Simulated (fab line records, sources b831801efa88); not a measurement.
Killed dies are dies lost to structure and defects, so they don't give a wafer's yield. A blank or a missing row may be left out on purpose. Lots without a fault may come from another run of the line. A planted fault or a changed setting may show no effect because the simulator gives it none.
fab line records | flow sky130
record lots=13 wafers=39 last_day=50
route steps=708 shown FIELD_ISO@18 VT_ADJUST_HVTP@95 VT_ADJUST_LVTN@106 VT_ADJUST_PCH@152 GATE_OXIDE@189
lots that met no fault: from a run of the same line without faults
start_h: hours from the record's first day to the start of the lot's first wafer shown | wait_h: hours since the lot's step before | " the same as in the row above | L1.1+2: a row that stands for several wafers | - no value, or no start given | * or withheld: withheld | < > ~ a bound
route shown NAME@n: a module of which the file shows steps, and the number in the route of the first | usual: mean/standard deviation of fault-free wafers | same: alike in all rows | chamber/n: place in a boat | sites: the reading at each site | _std_site: their standard deviation | _edge_site: outer sites' mean less inner sites' | radius_mm: how far each site lies from the wafer's centre | mask NAME#n: copy n | behind: the tool/chamber that last shaped the wafer | hold: why the lot was held/for how many hours/how that ended | device: the transistor (n, p or np) that didn't switch | end of line: the same wafers' tests at the end of the route | a step without rows: its recipe alone | killed: dies lost to structure and defects at the first sort, not the wafer's yield | map: a wafer's dies, x killed, . not, _ none there
set.NAME: the setting as run; set.NAME@STEP: as run at that earlier step | model.NAME: the simulator's own value behind a step, which no gauge read
steps of the route over a sample of lots; a table a step, a row a wafer
services: from which hour (start_h, from the record's first day; less than 0 if before it) a tool's chamber was out of use, for how many hours, and why
## steps
# step SKY_FIELD_ISO_ETCH_17
# recipe target_depth_a=3420 mask_material=Si3N4 chemistry=HBr/Cl2/O2 target=Si taper_deg=5 icp_w=600 bias_w=145.2 pressure_mtorr=15 HBr_flow_sccm=150 Cl2_flow_sccm=40 O2_flow_sccm=6 time_s=97.7
# usual drypump_motor_current_A=5.4/0.49 oes_product_au=0.992/0.009 throttle_valve_pct=25.663/0.011
# columns lot.wafer tool chamber start_h wait_h drypump_motor_current_A oes_product_au rf_hours_counter_h throttle_valve_pct
L711.2 rie_si-02 2 36.26 0.1 4.8 1.004 105 25.673
L711.4 " 1 " " 5.5 1.005 2 25.664
L711.5 " 1 " " 5.5 1.007 - 25.649
L712.1 rie_si-01 0 40.24 0.1 5.1 0.998 1 25.680
L712.2 " 2 " " 6.0 0.990 90 25.658
L712.6 " 3 " " 6.1 0.982 - 25.688
L713.4 rie_si-01 1 44.39 0.0 5.8 0.982 51 25.683
L713.5 " 3 " " 6.1 0.986 - 25.677
L713.6 " 2 " " 6.0 0.991 - 25.678
L716.1 rie_si-02 2 61.51 0.1 4.8 0.991 105 25.663
L716.5 " 2 " " 4.8 1.002 - 25.664
L716.6 " 1 " " 5.5 1.002 - 25.664
L718.1 rie_si-02 1 70.41 0.1 5.5 1.010 3 25.654
L718.2 " 3 " " 4.7 0.987 42 25.657
L718.4 " 2 " " 4.8 0.999 106 25.656
L719.2 rie_si-01 0 80.80 0.1 5.2 0.991 1 25.657
L719.4 " 2 " " 6.0 0.989 90 25.656
L719.6 " 2 " " 6.0 0.993 - 25.658
L720.1 rie_si-02 3 80.89 0.1 4.7 0.990 42 25.664
L720.5 " 1 " " 5.5 1.004 - 25.659
L720.6 " 2 " " 4.8 0.991 - 25.662
L727.3 rie_si-01 3 117.00 0.0 6.1 0.992 2 25.675
L727.5 " 1 " " 5.8 0.984 - 25.655
L727.6 " 0 " " 5.2 1.008 - 25.652
L728.2 rie_si-01 0 121.00 0.1 5.1 1.005 1 25.642
L728.5 " 1 " " 5.8 0.987 - 25.666
L728.6 " 0 " " 5.1 1.003 - 25.670
L729.1 rie_si-02 1 129.80 0.1 5.5 0.998 3 25.666
L729.2 " 2 " " 4.8 0.989 106 25.661
L729.4 " 0 " " 5.0 0.979 2 25.661
L730.1 rie_si-01 0 134.24 0.1 5.1 0.989 1 25.647
L730.4 " 2 " " 6.0 0.999 91 25.663
L730.5 " 2 " " 5.9 0.997 - 25.656
L731.1 rie_si-02 1 137.94 0.1 5.5 1.003 3 25.659
L731.5 " 2 " " 4.8 1.001 - 25.647
L731.6 " 3 " " 4.7 0.983 - 25.673
L733.3 rie_si-02 1 150.19 0.0 5.5 0.997 3 25.652
L733.4 " 3 " " 4.8 0.991 43 25.647
L733.5 " 2 " " 4.8 0.996 - 25.680
# step SKY_VT_ADJUST_HVTP_STRIP_10
# recipe chemistry=O2/N2 power_w=1400 pressure_mtorr=1500 platen_temp_c=withheld o2_flow_sccm=3000 n2_flow_sccm=300 overash_fraction=0.5
# usual drypump_motor_current_A=5.7/0.52 oes_product_au=0.716/0.0043 strip_time_to_endpoint_s=14.18/0.039
# columns lot.wafer tool chamber start_h wait_h drypump_motor_current_A oes_product_au rf_hours_counter_h strip_time_to_endpoint_s
L711.2 plasma_asher-01 1 146.62 0.1 6.1 0.715 46 14.19
L711.4 " 0 " " 6.3 0.715 - 14.21
L711.5 " 0 " " 6.3 0.712 - 14.18
L713.4 plasma_asher-01 0 147.02 0.1 6.3 0.716 - 14.18
L713.5 " 0 " " 6.3 0.714 - 14.20
L713.6 " 1 " " 6.2 0.720 - 14.19
L712.1 plasma_asher-01 1 148.12 0.1 6.1 0.717 46 14.09
L712.2 " 0 " " 6.3 0.711 46 14.11
L712.6 " 1 " " 6.1 0.715 - 14.13
L716.1 plasma_asher-01 0 164.47 0.1 6.3 0.731 47 14.17
L716.5 " 1 " " 6.1 0.708 - 14.17
L716.6 " 0 " " 6.3 0.717 - 14.15
L718.1 plasma_asher-01 1 170.24 0.1 6.1 0.710 48 14.11
L718.2 " 0 " " 6.3 0.720 48 14.10
L718.4 " 1 " " 6.1 0.718 - 14.13
L719.2 plasma_asher-01 1 183.19 0.1 6.1 0.715 49 14.16
L719.4 " 0 " " 6.3 0.714 - 14.21
L719.6 " 1 " " 6.1 0.712 - 14.21
L720.1 plasma_asher-01 1 185.04 0.1 6.1 0.906 49 -
L720.5 " 1 " " 6.1 0.913 - -
L720.6 " 0 " " 6.3 0.885 - -
L727.3 plasma_asher-04 0 236.51 0.1 5.4 0.720 - 14.13
L727.5 " 1 " " 5.8 0.710 - 14.13
L727.6 " 0 " " 5.4 0.719 - 14.18
L728.2 plasma_asher-01 1 238.09 0.1 6.1 0.719 54 14.17
L728.5 " 0 " " 6.3 0.712 - 14.14
L728.6 " 1 " " 6.1 0.714 - 14.15
L729.1 plasma_asher-04 1 244.22 0.1 5.8 0.714 54 14.23
L729.2 " 0 " " 5.4 0.710 54 14.23
L729.4 " 1 " " 5.8 0.724 - 14.27
L730.1 plasma_asher-04 0 252.34 0.1 5.4 0.709 55 14.21
L730.4 " 1 " " 5.8 0.720 - 14.22
L730.5 " 0 " " 5.4 0.718 - 14.23
L731.1 plasma_asher-02 1 255.12 0.1 4.7 0.716 44 14.20
L731.5 " 1 " " 4.8 0.718 - 14.21
L731.6 " 0 " " 5.5 0.707 - 14.20
L733.3 plasma_asher-02 0 266.17 0.1 5.5 0.710 - 14.15
L733.4 " 1 " " 4.8 0.718 - 14.19
L733.5 " 0 " " 5.4 0.717 - 14.19
# step SKY_VT_ADJUST_LVTN_STRIP_09
# recipe chemistry=O2/N2 power_w=1400 pressure_mtorr=1500 platen_temp_c=withheld o2_flow_sccm=3000 n2_flow_sccm=300 overash_fraction=0.5
# usual drypump_motor_current_A=5.7/0.57 oes_product_au=0.722/0.0043 strip_time_to_endpoint_s=36.86/0.1
# columns lot.wafer tool chamber start_h wait_h drypump_motor_current_A oes_product_au rf_hours_counter_h strip_time_to_endpoint_s
L711.2 plasma_asher-02 1 167.11 0.1 4.7 0.724 36 36.92
L711.4 " 1 " " 4.7 0.729 - 36.95
L711.5 " 0 " " 5.4 0.720 - 36.96
L713.4 plasma_asher-03 1 167.36 0.1 5.3 0.722 - 36.80
L713.5 " 0 " " 6.2 0.724 - 36.77
L713.6 " 1 " " 5.3 0.716 - 36.82
L712.1 plasma_asher-02 1 168.27 0.1 4.8 0.721 36 36.76
L712.2 " 0 " " 5.4 0.730 36 36.84
L712.6 " 1 " " 4.7 0.721 - 36.79
L716.1 plasma_asher-02 0 185.97 0.1 5.5 0.726 38 36.77
L716.5 " 0 " " 5.5 0.724 - 36.76
L716.6 " 1 " " 4.8 0.724 - 36.80
L718.1 plasma_asher-02 1 192.02 0.1 4.7 0.723 38 36.99
L718.2 " 0 " " 5.4 0.719 38 36.88
L718.4 " 1 " " 4.8 0.728 - 36.83
L719.2 plasma_asher-01 0 204.92 0.1 6.3 0.723 51 36.91
L719.4 " 0 " " 6.3 0.721 - 36.90
L719.6 " 1 " " 6.1 0.725 - 36.92
L720.1 plasma_asher-01 1 206.86 0.1 6.1 0.727 51 48.92
L720.5 " 0 " " 6.3 0.727 - 48.82
L720.6 " 1 " " 6.1 0.723 - 48.88
L727.3 plasma_asher-01 0 260.00 0.1 6.3 0.722 - 36.77
L727.5 " 0 " " 6.3 0.723 - 36.85
L727.6 " 1 " " 6.1 0.714 - 36.70
L728.2 plasma_asher-01 1 261.72 0.1 6.1 0.725 57 36.90
L728.5 " 0 " " 6.3 0.726 - 36.83
L728.6 " 1 " " 6.1 0.716 - 36.97
L729.1 plasma_asher-02 0 267.81 0.1 5.5 0.718 46 37.07
L729.2 " 1 " " 4.7 0.727 46 36.98
L729.4 " 0 " " 5.4 0.724 - 36.88
L730.1 plasma_asher-02 0 276.62 0.1 5.5 0.730 46 36.78
L730.4 " 0 " " 5.5 0.718 - 36.72
L730.5 " 0 " " 5.5 0.725 - 36.78
L731.1 plasma_asher-01 0 279.87 0.1 6.3 0.717 59 36.81
L731.5 " 1 " " 6.1 0.718 - 36.85
L731.6 " 0 " " 6.3 0.724 - 36.83
L733.3 plasma_asher-03 0 292.60 0.1 6.2 0.733 - 37.02
L733.4 " 1 " " 5.3 0.720 - 36.97
L733.5 " 0 " " 6.2 0.717 - 37.09
# step SKY_VT_ADJUST_LVTN_TW_MEAS_10
# usual VT_ADJUST_LVTN_TW=240.1/2.4
# columns lot.wafer tool chamber start_h wait_h VT_ADJUST_LVTN_TW
L711.2 film_metro-04 - 167.22 0.1 244.5
L711.4 " - " " 244.6
L711.5 " - " " 243.7
L713.4 film_metro-02 - 167.45 0.1 236.4
L713.5 " - " " 237.0
L713.6 " - " " 237.2
L712.1 film_metro-04 - 168.37 0.1 242.8
L712.2 " - " " 241.9
L712.6 " - " " 242.9
L716.1 film_metro-01 - 186.07 0.1 239.3
L716.5 " - " " 237.8
L716.6 " - " " 239.7
L718.1 film_metro-04 - 192.12 0.1 243.4
L718.2 " - " " 242.2
L718.4 " - " " 242.3
L719.2 film_metro-04 - 205.03 0.1 243.1
L719.4 " - " " 241.9
L719.6 " - " " 242.8
L720.1 film_metro-04 - 206.96 0.1 30.0
L720.5 " - " " 30.2
L720.6 " - " " 30.2
L727.3 film_metro-02 - 260.08 0.1 236.1
L727.5 " - " " 237.2
L727.6 " - " " 237.2
L728.2 film_metro-02 - 261.83 0.1 237.6
L728.5 " - " " 238.3
L728.6 " - " " 237.4
L729.1 film_metro-04 - 267.91 0.1 242.4
L729.2 " - " " 242.7
L729.4 " - " " 243.0
L730.1 film_metro-04 - 276.72 0.1 242.5
L730.4 " - " " 244.2
L730.5 " - " " 242.9
L731.1 film_metro-01 - 279.97 0.1 239.3
L731.5 " - " " 238.6
L731.6 " - " " 238.6
L733.3 film_metro-01 - 292.68 0.1 237.9
L733.4 " - " " 239.2
L733.5 " - " " 238.9
# step SKY_VT_ADJUST_PCH_STRIP_09
# recipe chemistry=O2/N2 power_w=1400 pressure_mtorr=1500 platen_temp_c=withheld o2_flow_sccm=3000 n2_flow_sccm=300 overash_fraction=0.5
# usual drypump_motor_current_A=5.7/0.49 oes_product_au=0.722/0.0045 strip_time_to_endpoint_s=36.93/0.098
# columns lot.wafer tool chamber start_h wait_h drypump_motor_current_A oes_product_au rf_hours_counter_h strip_time_to_endpoint_s
L711.2 plasma_asher-04 1 255.22 0.1 5.8 0.719 55 37.04
L711.4 " 1 " " 5.8 0.715 - 36.99
L711.5 " 1 " " 5.8 0.719 - 36.94
L713.4 plasma_asher-01 1 255.60 0.1 6.1 0.726 - 36.89
L713.5 " 1 " " 6.1 0.714 - 36.74
L713.6 " 0 " " 6.3 0.726 - 36.68
L712.1 plasma_asher-04 0 257.72 0.1 5.4 0.717 56 36.91
L712.2 " 1 " " 5.8 0.715 56 36.88
L712.6 " 0 " " 5.4 0.719 - 36.85
L716.1 plasma_asher-01 0 278.57 0.1 6.3 0.716 59 36.98
L716.5 " 1 " " 6.1 0.725 - 36.91
L716.6 " 0 " " 6.3 0.722 - 36.97
L718.1 plasma_asher-04 0 285.27 0.1 5.4 0.725 58 37.11
L718.2 " 1 " " 5.8 0.723 58 37.19
L718.4 " 1 " " 5.8 0.718 - 37.13
L719.2 plasma_asher-01 1 300.75 0.1 6.1 0.724 61 37.10
L719.4 " 0 " " 6.3 0.723 - 36.91
L719.6 " 0 " " 6.3 0.720 - 36.91
L720.1 plasma_asher-02 1 302.65 0.1 4.8 0.726 49 36.91
L720.5 " 1 " " 4.8 0.719 - 36.98
L720.6 " 0 " " 5.4 0.714 - 36.95
L727.3 plasma_asher-01 1 364.65 0.1 6.1 0.721 - 36.78
L727.5 " 1 " " 6.1 0.733 - 36.91
L727.6 " 0 " " 6.3 0.724 - 36.83
L728.2 plasma_asher-02 0 368.20 0.1 5.5 0.718 54 36.88
L728.5 " 1 " " 4.7 0.722 - 36.99
L728.6 " 0 " " 5.4 0.713 - 37.05
L729.1 plasma_asher-04 1 377.97 0.1 5.8 0.724 67 37.02
L729.2 " 0 " " 5.4 0.724 67 37.02
L729.4 " 0 " " 5.4 0.729 - 36.97
L730.1 plasma_asher-04 0 386.12 0.1 5.4 0.728 68 36.93
L730.4 " 1 " " 5.8 0.725 - 36.92
L730.5 " 0 " " 5.4 0.718 - 37.05
L731.1 plasma_asher-04 1 388.92 0.1 5.8 0.724 68 36.75
L731.5 " 0 " " 5.4 0.722 - 36.85
L731.6 " 1 " " 5.8 0.724 - 36.84
L733.3 plasma_asher-04 0 403.94 0.1 5.4 0.724 - 37.04
L733.4 " 1 " " 5.8 0.722 - 37.09
L733.5 " 1 " " 5.8 0.722 - 36.94
# step SKY_GATE_OXIDE_THK_MEAS_02
# recipe reads=SiO2_of_GATE_OXIDE_OXIDATION_01
# usual GATE_OXIDE_OXIDATION_00_THK=10.22/0.25
# columns lot.wafer tool chamber start_h wait_h GATE_OXIDE_OXIDATION_00_THK[nm]
L711.2 film_metro-01 - 314.22 0.0 9.95
L711.4 " - " " 9.93
L711.5 " - " " 10.06
L713.4 film_metro-04 - 314.81 0.0 10.05
L713.5 " - " " 10.08
L713.6 " - " " 10.02
L712.1 film_metro-03 - 316.41 0.0 10.03
L712.2 " - " " 9.98
L712.6 " - " " 10.21
L716.1 film_metro-04 - 338.99 0.0 10.56
L716.5 " - " " 10.49
L716.6 " - " " 10.69
L718.1 film_metro-01 - 347.33 0.0 10.42
L718.2 " - " " 10.50
L718.4 " - " " 10.42
L719.2 film_metro-03 - 362.56 0.0 10.63
L719.4 " - " " 10.51
L719.6 " - " " 10.67
L720.1 film_metro-03 - 367.29 0.0 10.22
L720.5 " - " " 10.43
L720.6 " - " " 10.28
L727.3 film_metro-04 - 429.79 0.0 10.02
L727.5 " - " " 10.15
L727.6 " - " " 10.22
L728.2 film_metro-03 - 436.77 0.0 10.43
L728.5 " - " " 10.45
L728.6 " - " " 10.51
L729.1 film_metro-01 - 444.68 0.0 9.97
L729.2 " - " " 9.91
L729.4 " - " " 9.79
L730.1 film_metro-04 - 453.71 0.0 10.31
L730.4 " - " " 10.16
L730.5 " - " " 10.06
L731.1 film_metro-01 - 457.90 0.0 10.03
L731.5 " - " " 10.13
L731.6 " - " " 9.96
L733.3 film_metro-03 - 474.17 0.0 9.84
L733.4 " - " " 9.87
L733.5 " - " " 9.90
## services
# columns tool chamber start_h hours kind
rie_si-01 3 34.24 3.2 repair
rie_si-02 3 40.06 20.0 repair
rie_si-02 3 60.95 9.3 repair
rie_si-01 1 70.47 5.3 repair
plasma_asher-03 - 74.09 0.9 repair
rie_si-02 1 96.69 1.5 repair
plasma_asher-04 - 106.32 2.9 repair
rie_si-02 2 110.48 4.0 repair
plasma_asher-01 - 156.59 2.8 pm
rie_si-01 0 194.49 2.4 repair
rie_si-02 - 207.84 2.8 pm
rie_si-02 2 213.48 1.7 repair
rie_si-02 0 217.53 5.7 repair
plasma_asher-04 - 241.42 2.8 pm
plasma_asher-02 - 250.92 2.8 pm
rie_si-01 - 257.46 2.8 pm
plasma_asher-04 - 273.90 4.3 repair
plasma_asher-01 - 308.13 2.1 repair
plasma_asher-02 - 310.62 8.1 repair
rie_si-02 1 335.92 3.9 repair
rie_si-02 - 348.65 14.6 pm
plasma_asher-01 - 372.48 0.7 repair
rie_si-01 - 376.22 14.6 pm
rie_si-01 - 390.82 4.3 pm
## key
first_sign step=SKY_VT_ADJUST_HVTP_STRIP_10 reading=oes_product_au direction=up sigmas=43 usual=0.716 struck=0.901
effect step=SKY_VT_ADJUST_LVTN_STRIP_09 reading=strip_time_to_endpoint_s direction=up sigmas=99+ usual=* struck=*
effect step=SKY_VT_ADJUST_LVTN_TW_MEAS_10 reading=VT_ADJUST_LVTN_TW direction=down sigmas=87 usual=240.1 struck=30.1
met_at SKY_VT_ADJUST_HVTP_STRIP_10
struck_lots L720
sort_left_out L720.1,L720.5,L720.6
tester_left_out L720
not_acting_at SKY_FIELD_ISO_ETCH_17,SKY_VT_ADJUST_PCH_STRIP_09,SKY_GATE_OXIDE_THK_MEAS_02
onset_between 183.19 185.04
fault kind=strip_aborted tool=plasma_asher-01 chamber=- onset_h=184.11 steps=SKY_VT_ADJUST_HVTP_STRIP_10 offset=0.92952 end_h=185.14
# tester_left_out: of these lots the tester's yield and bins aren't shown, on N5 and GAA mostly nor the transistor test; their killed dies are dies lost to structure and defects alone, not to doping, threshold or leakage, so they don't give the yield
# sort_left_out: the simulated sort isn't trusted on such a fault, so these wafers' sort isn't shown, and their yield isn't known
